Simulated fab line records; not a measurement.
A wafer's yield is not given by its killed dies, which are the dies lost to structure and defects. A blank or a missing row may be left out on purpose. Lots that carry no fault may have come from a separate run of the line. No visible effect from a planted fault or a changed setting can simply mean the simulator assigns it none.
fab line records / flow sky130
[record] lots = 6 wafers = 18 last_day = 50
route steps=708 shown METAL2@504 VIA2@507
lots untouched by any fault: they come from a run of this same line in which no faults occurred
start_h: the number of hours between the record's first day and the start of the first shown wafer of the lot / wait_h: hours elapsed since this lot's preceding step / " the same as in the row above / L1.1+2: a single row standing in for several wafers / - either no value or no given start / * or withheld: withheld / < > ~ a bound
route shown NAME@n: a module of which the file shows steps, and the number in the route of the first / usual: the fault-free wafers' mean and standard deviation / same: alike in all rows / chamber/n: place in a boat / sites: the reading at each site / _std_site: standard deviation across them / _edge_site: mean of outer sites minus mean of inner sites / radius_mm: how far each site lies from the wafer's centre / mask NAME#n: copy n / behind: the most recent tool/chamber to have shaped the wafer / hold: the reason the lot was held/the length of the hold in hours/how it ended / device: the transistor (n, p or np) that didn't switch / end of line: the tests these same wafers got at the end of their route / a step given without rows: its recipe and nothing more / killed: not the wafer's yield, but the dies lost to structure and defects at the first sort / map: the dies of a wafer, with x for killed, . for not killed, _ for no die there
set.NAME: setting as actually run; set.NAME@STEP: the setting as run at that earlier step / model.NAME: the simulator's own value behind a step, which no gauge read
lots at some steps of the route; a table a step, a row a wafer
services: when a tool's chamber went out of use (start_h, in hours from the record's first day, below 0 if earlier), for how many hours, and the reason
[[steps]]
[step SKY_METAL2_STRIP_21]
[recipe] chemistry = post_etch_residue_remover time_s = 1200 temp_c = 72.5
[step SKY_METAL2_CLEAN_22]
[recipe] chemistry = IPA time_s = 180 temp_c = 25
[step SKY_METAL2_CLEAN_23]
[recipe] chemistry = O3/DIW dry = n2_spin
[step SKY_VIA2_HDPCVD_00]
[recipe] material = SiO2 target_thk_nm = 1180 sigma_open_frac = 0.3 time_s = 196.7 temp_c = 400 sih4_flow_sccm = 60 pressure_mtorr = 6
[step SKY_VIA2_THK_MEAS_01]
[recipe] reads = SiO2_of_VIA2_HDPCVD_00
[usual] VIA2_HDPCVD_THK = 1184/9.6
lot.wafer=L636.1 tool=film_metro-04 chamber=- start_h=824.23 wait_h=0.1 VIA2_HDPCVD_THK[nm]=1176
lot.wafer=L636.4 tool=film_metro-04 chamber=- start_h=824.23 wait_h=0.1 VIA2_HDPCVD_THK[nm]=1180
lot.wafer=L636.5 tool=film_metro-04 chamber=- start_h=824.23 wait_h=0.1 VIA2_HDPCVD_THK[nm]=1178
lot.wafer=L645.1 tool=film_metro-01 chamber=- start_h=901.67 wait_h=0.1 VIA2_HDPCVD_THK[nm]=1192
lot.wafer=L645.5 tool=film_metro-01 chamber=- start_h=901.67 wait_h=0.1 VIA2_HDPCVD_THK[nm]=1179
lot.wafer=L645.6 tool=film_metro-01 chamber=- start_h=901.67 wait_h=0.1 VIA2_HDPCVD_THK[nm]=1164
lot.wafer=L647.2 tool=film_metro-03 chamber=- start_h=904.82 wait_h=0.1 VIA2_HDPCVD_THK[nm]=1171
lot.wafer=L647.3 tool=film_metro-03 chamber=- start_h=904.82 wait_h=0.1 VIA2_HDPCVD_THK[nm]=1194
lot.wafer=L647.5 tool=film_metro-03 chamber=- start_h=904.82 wait_h=0.1 VIA2_HDPCVD_THK[nm]=1167
lot.wafer=L655.2 tool=film_metro-03 chamber=- start_h=979.18 wait_h=0.1 VIA2_HDPCVD_THK[nm]=1208
lot.wafer=L655.3 tool=film_metro-03 chamber=- start_h=979.18 wait_h=0.1 VIA2_HDPCVD_THK[nm]=1182
lot.wafer=L655.4 tool=film_metro-03 chamber=- start_h=979.18 wait_h=0.1 VIA2_HDPCVD_THK[nm]=1196
lot.wafer=L658.1 tool=film_metro-01 chamber=- start_h=987.43 wait_h=0.1 VIA2_HDPCVD_THK[nm]=1182
lot.wafer=L658.4 tool=film_metro-01 chamber=- start_h=987.43 wait_h=0.1 VIA2_HDPCVD_THK[nm]=1193
lot.wafer=L658.5 tool=film_metro-01 chamber=- start_h=987.43 wait_h=0.1 VIA2_HDPCVD_THK[nm]=1189
lot.wafer=L657.4 tool=film_metro-01 chamber=- start_h=992.01 wait_h=0.0 VIA2_HDPCVD_THK[nm]=1178
lot.wafer=L657.5 tool=film_metro-01 chamber=- start_h=992.01 wait_h=0.0 VIA2_HDPCVD_THK[nm]=1196
lot.wafer=L657.6 tool=film_metro-01 chamber=- start_h=992.01 wait_h=0.0 VIA2_HDPCVD_THK[nm]=1180
[step SKY_VIA2_CMP_02]
[recipe] material = SiO2 down_force_psi = 4 platen_rpm = 60 pad_velocity_m_s = 0.94248
[usual] motor_current_A = 11.5/1
lot.wafer=L636.1 tool=cmp-01 chamber=3 start_h=824.29 wait_h=0.1 motor_current_A=11.4
lot.wafer=L636.4 tool=cmp-01 chamber=2 start_h=824.29 wait_h=0.1 motor_current_A=10.5
lot.wafer=L636.5 tool=cmp-01 chamber=3 start_h=824.29 wait_h=0.1 motor_current_A=11.2
lot.wafer=L645.1 tool=cmp-02 chamber=0 start_h=901.83 wait_h=0.1 motor_current_A=12.1
lot.wafer=L645.6 tool=cmp-02 chamber=2 start_h=901.83 wait_h=0.1 motor_current_A=12.2
lot.wafer=L645.5 tool=cmp-02 chamber=3 start_h=901.83 wait_h=0.1 motor_current_A=10.1
lot.wafer=L647.3 tool=cmp-02 chamber=3 start_h=904.98 wait_h=0.1 motor_current_A=9.8
lot.wafer=L647.2 tool=cmp-02 chamber=0 start_h=904.98 wait_h=0.1 motor_current_A=11.5
lot.wafer=L647.5 tool=cmp-02 chamber=2 start_h=904.98 wait_h=0.1 motor_current_A=11.8
lot.wafer=L655.3 tool=cmp-02 chamber=2 start_h=979.28 wait_h=0.1 motor_current_A=11.9
lot.wafer=L655.2 tool=cmp-02 chamber=3 start_h=979.28 wait_h=0.1 motor_current_A=10.1
lot.wafer=L655.4 tool=cmp-02 chamber=1 start_h=979.28 wait_h=0.1 motor_current_A=10.4
lot.wafer=L658.4 tool=cmp-01 chamber=0 start_h=987.49 wait_h=0.0 motor_current_A=13.1
lot.wafer=L658.1 tool=cmp-01 chamber=2 start_h=987.49 wait_h=0.0 motor_current_A=11.0
lot.wafer=L658.5 tool=cmp-01 chamber=0 start_h=987.49 wait_h=0.0 motor_current_A=13.5
lot.wafer=L657.4 tool=cmp-02 chamber=1 start_h=992.04 wait_h=0.0 motor_current_A=10.7
lot.wafer=L657.5 tool=cmp-02 chamber=1 start_h=992.04 wait_h=0.0 motor_current_A=10.7
lot.wafer=L657.6 tool=cmp-02 chamber=2 start_h=992.04 wait_h=0.0 motor_current_A=12.5
[step SKY_VIA2_BOW_MEAS_03]
[recipe] mode = bow
[usual] VIA2_BOW = 86/6.9
lot.wafer=L636.1 tool=film_metro-03 chamber=- start_h=824.59 wait_h=0.2 VIA2_BOW[um]=88
lot.wafer=L636.4 tool=film_metro-03 chamber=- start_h=824.59 wait_h=0.2 VIA2_BOW[um]=87
lot.wafer=L636.5 tool=film_metro-03 chamber=- start_h=824.59 wait_h=0.2 VIA2_BOW[um]=81
lot.wafer=L645.1 tool=film_metro-04 chamber=- start_h=902.03 wait_h=0.1 VIA2_BOW[um]=85
lot.wafer=L645.5 tool=film_metro-04 chamber=- start_h=902.03 wait_h=0.1 VIA2_BOW[um]=72
lot.wafer=L645.6 tool=film_metro-04 chamber=- start_h=902.03 wait_h=0.1 VIA2_BOW[um]=71
lot.wafer=L647.2 tool=film_metro-01 chamber=- start_h=905.25 wait_h=0.2 VIA2_BOW[um]=96
lot.wafer=L647.3 tool=film_metro-01 chamber=- start_h=905.25 wait_h=0.2 VIA2_BOW[um]=89
lot.wafer=L647.5 tool=film_metro-01 chamber=- start_h=905.25 wait_h=0.2 VIA2_BOW[um]=86
lot.wafer=L655.2 tool=film_metro-03 chamber=- start_h=979.60 wait_h=0.2 VIA2_BOW[um]=96
lot.wafer=L655.3 tool=film_metro-03 chamber=- start_h=979.60 wait_h=0.2 VIA2_BOW[um]=89
lot.wafer=L655.4 tool=film_metro-03 chamber=- start_h=979.60 wait_h=0.2 VIA2_BOW[um]=101
lot.wafer=L658.1 tool=film_metro-01 chamber=- start_h=987.79 wait_h=0.1 VIA2_BOW[um]=85
lot.wafer=L658.4 tool=film_metro-01 chamber=- start_h=987.79 wait_h=0.1 VIA2_BOW[um]=95
lot.wafer=L658.5 tool=film_metro-01 chamber=- start_h=987.79 wait_h=0.1 VIA2_BOW[um]=88
lot.wafer=L657.4 tool=film_metro-04 chamber=- start_h=992.40 wait_h=0.3 VIA2_BOW[um]=88
lot.wafer=L657.5 tool=film_metro-04 chamber=- start_h=992.40 wait_h=0.3 VIA2_BOW[um]=94
lot.wafer=L657.6 tool=film_metro-04 chamber=- start_h=992.40 wait_h=0.3 VIA2_BOW[um]=82
[step SKY_VIA2_DEHYDRATE_04]
[recipe] temp_c = 200 time_s = 60
[step SKY_VIA2_HMDS_05]
[recipe] prime_time_s = 60 prime_temp_c = 120
[step SKY_VIA2_COAT_06]
[recipe] resist = BARC temp_c = withheld time_s = withheld spin_rpm = 3000 resist_thk_nm = 60
[step SKY_VIA2_COAT_07]
[recipe] resist = KrF-thick spin_rpm = 3000 resist_thk_nm = 450
[step SKY_VIA2_SOFTBAKE_08]
[recipe] temp_c = 100 time_s = 90 resist = KrF-thick
[step SKY_VIA2_EXPOSE_09]
[recipe] mask_id = VIM2 na = 0.8 source_shape = annular sigma_inner = 0.55 sigma_outer = 0.85 target_cd_nm = 200 dose_mj = 38
[usual] exposure_dose_mJ_cm2 = 38.00/0.039 focus_offset_nm = 0.0/0.54 na = 0.8/0
lot.wafer=L636.1 tool=krf_scanner-02 chamber=0 start_h=837.59 wait_h=- mask=VIM2#0 exposure_dose_mJ_cm2=37.99 focus_offset_nm=-0.7 na=0.8
lot.wafer=L636.4 tool=krf_scanner-02 chamber=0 start_h=837.59 wait_h=- mask=VIM2#0 exposure_dose_mJ_cm2=38.06 focus_offset_nm=-0.1 na=0.8
lot.wafer=L636.5 tool=krf_scanner-02 chamber=0 start_h=837.59 wait_h=- mask=VIM2#0 exposure_dose_mJ_cm2=38.04 focus_offset_nm=-0.2 na=0.8
lot.wafer=L645.1 tool=krf_scanner-02 chamber=- start_h=914.14 wait_h=- mask=VIM2#0 exposure_dose_mJ_cm2=- focus_offset_nm=- na=-
lot.wafer=L645.5 tool=krf_scanner-02 chamber=- start_h=914.14 wait_h=- mask=VIM2#0 exposure_dose_mJ_cm2=- focus_offset_nm=- na=-
lot.wafer=L645.6 tool=krf_scanner-02 chamber=- start_h=914.14 wait_h=- mask=VIM2#0 exposure_dose_mJ_cm2=- focus_offset_nm=- na=-
lot.wafer=L647.2 tool=krf_scanner-02 chamber=- start_h=917.68 wait_h=- mask=VIM2#0 exposure_dose_mJ_cm2=- focus_offset_nm=- na=-
lot.wafer=L647.3 tool=krf_scanner-02 chamber=- start_h=917.68 wait_h=- mask=VIM2#0 exposure_dose_mJ_cm2=- focus_offset_nm=- na=-
lot.wafer=L647.5 tool=krf_scanner-02 chamber=- start_h=917.68 wait_h=- mask=VIM2#0 exposure_dose_mJ_cm2=- focus_offset_nm=- na=-
lot.wafer=L655.2 tool=krf_scanner-02 chamber=0 start_h=990.48 wait_h=- mask=VIM2#0 exposure_dose_mJ_cm2=37.97 focus_offset_nm=0.6 na=0.8
lot.wafer=L655.3 tool=krf_scanner-02 chamber=0 start_h=990.48 wait_h=- mask=VIM2#0 exposure_dose_mJ_cm2=37.94 focus_offset_nm=-0.1 na=0.8
lot.wafer=L655.4 tool=krf_scanner-02 chamber=0 start_h=990.48 wait_h=- mask=VIM2#0 exposure_dose_mJ_cm2=38.02 focus_offset_nm=0.8 na=0.8
lot.wafer=L658.1 tool=krf_scanner-02 chamber=0 start_h=1000.08 wait_h=- mask=VIM2#0 exposure_dose_mJ_cm2=37.96 focus_offset_nm=-0.4 na=0.8
lot.wafer=L658.4 tool=krf_scanner-02 chamber=0 start_h=1000.08 wait_h=- mask=VIM2#0 exposure_dose_mJ_cm2=38.03 focus_offset_nm=-0.2 na=0.8
lot.wafer=L658.5 tool=krf_scanner-02 chamber=0 start_h=1000.08 wait_h=- mask=VIM2#0 exposure_dose_mJ_cm2=38.04 focus_offset_nm=-0.1 na=0.8
lot.wafer=L657.4 tool=krf_scanner-01 chamber=0 start_h=1004.60 wait_h=- mask=VIM2#0 exposure_dose_mJ_cm2=37.98 focus_offset_nm=0.1 na=0.8
lot.wafer=L657.5 tool=krf_scanner-01 chamber=0 start_h=1004.60 wait_h=- mask=VIM2#0 exposure_dose_mJ_cm2=38.05 focus_offset_nm=-0.3 na=0.8
lot.wafer=L657.6 tool=krf_scanner-01 chamber=0 start_h=1004.60 wait_h=- mask=VIM2#0 exposure_dose_mJ_cm2=37.96 focus_offset_nm=0.4 na=0.8
[step SKY_VIA2_PEB_10]
[recipe] peb_temp_c = withheld peb_time_s = withheld resist = KrF-thick
[[services]]
tool=cmp-01 chamber=- start_h=803.16 hours=5.3 kind=pm
tool=krf_scanner-01 chamber=- start_h=829.57 hours=0.9 kind=repair
tool=krf_scanner-02 chamber=- start_h=838.35 hours=0.8 kind=pm
tool=krf_scanner-02 chamber=- start_h=842.67 hours=4.0 kind=pm
tool=cmp-01 chamber=- start_h=857.66 hours=1.1 kind=repair
tool=krf_scanner-02 chamber=- start_h=858.85 hours=1.3 kind=pm
tool=krf_scanner-01 chamber=- start_h=888.30 hours=1.3 kind=pm
tool=krf_scanner-01 chamber=- start_h=894.17 hours=1.0 kind=pm
tool=krf_scanner-02 chamber=- start_h=896.46 hours=1.0 kind=pm
tool=krf_scanner-01 chamber=- start_h=909.45 hours=1.7 kind=repair
tool=cmp-02 chamber=- start_h=912.07 hours=4.0 kind=pm
tool=cmp-02 chamber=- start_h=916.07 hours=- kind=consumable_replace:conditioner
tool=cmp-02 chamber=- start_h=916.07 hours=- kind=consumable_replace:pad
tool=krf_scanner-01 chamber=- start_h=918.50 hours=0.8 kind=pm
tool=cmp-02 chamber=- start_h=923.91 hours=3.1 kind=repair
tool=cmp-01 chamber=- start_h=972.43 hours=1.9 kind=repair
tool=krf_scanner-02 chamber=- start_h=976.47 hours=3.0 kind=pm
tool=krf_scanner-02 chamber=- start_h=984.20 hours=3.2 kind=repair
tool=cmp-02 chamber=- start_h=994.06 hours=6.5 kind=pm
[[key]]
[first_sign] step = SKY_VIA2_EXPOSE_09 reading = tool_record direction = missing
effect none on later readings
met_at SKY_VIA2_EXPOSE_09
struck_wafers L645.1,L645.5,L645.6,L647.2,L647.3,L647.5
later_rows_left_out L645.1,L645.5,L645.6,L647.2,L647.3,L647.5
sort_left_out L645.1,L645.5,L645.6,L647.2,L647.3,L647.5
onset_between 837.59 914.14
[fault] kind = skipped_step_whole tool = krf_scanner-02 chamber = - onset_h = 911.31 steps = SKY_VIA2_EXPOSE_09 scope = struck_lots_only
// sort_left_out: the simulated sort isn't trusted on such a fault, so these wafers' sort isn't shown, and their yield isn't known
// later_rows_left_out: the simulator's readings of these wafers behind a module that went badly wrong aren't trusted and aren't shown, but for the sort
